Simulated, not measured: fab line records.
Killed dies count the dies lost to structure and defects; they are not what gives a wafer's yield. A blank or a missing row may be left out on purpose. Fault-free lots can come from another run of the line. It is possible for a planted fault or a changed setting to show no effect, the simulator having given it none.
Chamber matching | flow gf180mcu | 4 sister chambers for GF_STI_CMP_25 on cmp-02
The step polishes, stops on Si3N4, t overpolish 33 s, target thk 524.6 nm. 4 wafers are shown with their chamber, then 9 later ones without.

== WAFERS PAIRED WITH THEIR CHAMBERS ==
wafer  | chamber | motor-current-A (A)
L138.2 | 0       | 12.3
L138.3 | 1       | 11.7
L138.4 | 3       | 13.2
L146.4 | 2       | 9.7

== WAFERS WITH NO CHAMBER GIVEN ==
wafer  | motor-current-A (A)
L146.5 | 11.4
L146.6 | 11.2
L148.3 | 11.3
L153.3 | 11.2
L153.4 | 9.9
L153.5 | 11.6
L154.2 | 9.6
L154.4 | 11.8
L154.6 | 12.7

== WHICH CHAMBER EACH ONE RAN IN ==
wafer  | from the rows above          | in truth
L146.5 | can't be placed: 1 or 0      | 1
L146.6 | can't be placed: 1 or 0      | 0
L148.3 | can't be placed: 1 or 0      | 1
L153.3 | can't be placed: 1 or 0      | 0
L153.4 | 2                            | 2
L153.5 | can't be placed: 1 or 0      | 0
L154.2 | 2                            | 2
L154.4 | can't be placed: 1 or 0      | 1
L154.6 | can't be placed: 0 or 3 or 1 | 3
Correct placement for 2 of the 9. Unplaceable from these rows: 7, with the true chamber sitting among the candidates in 7. 0 placed wrongly.
How it was worked out, from the rows above alone: a wafer's distance from a chamber is the root of the sum, over the readings, of the square of ((its reading less the chamber's mean) divided by the reading's scatter). If the next closest chamber is less than 2 further off than the closest, the wafer can't be placed; otherwise it belongs to the closest. A chamber's mean is the mean of its shown wafers. The scatter: with one shown wafer a chamber, the root of the mean of the squares of how far each hidden wafer lies from its nearest shown one.
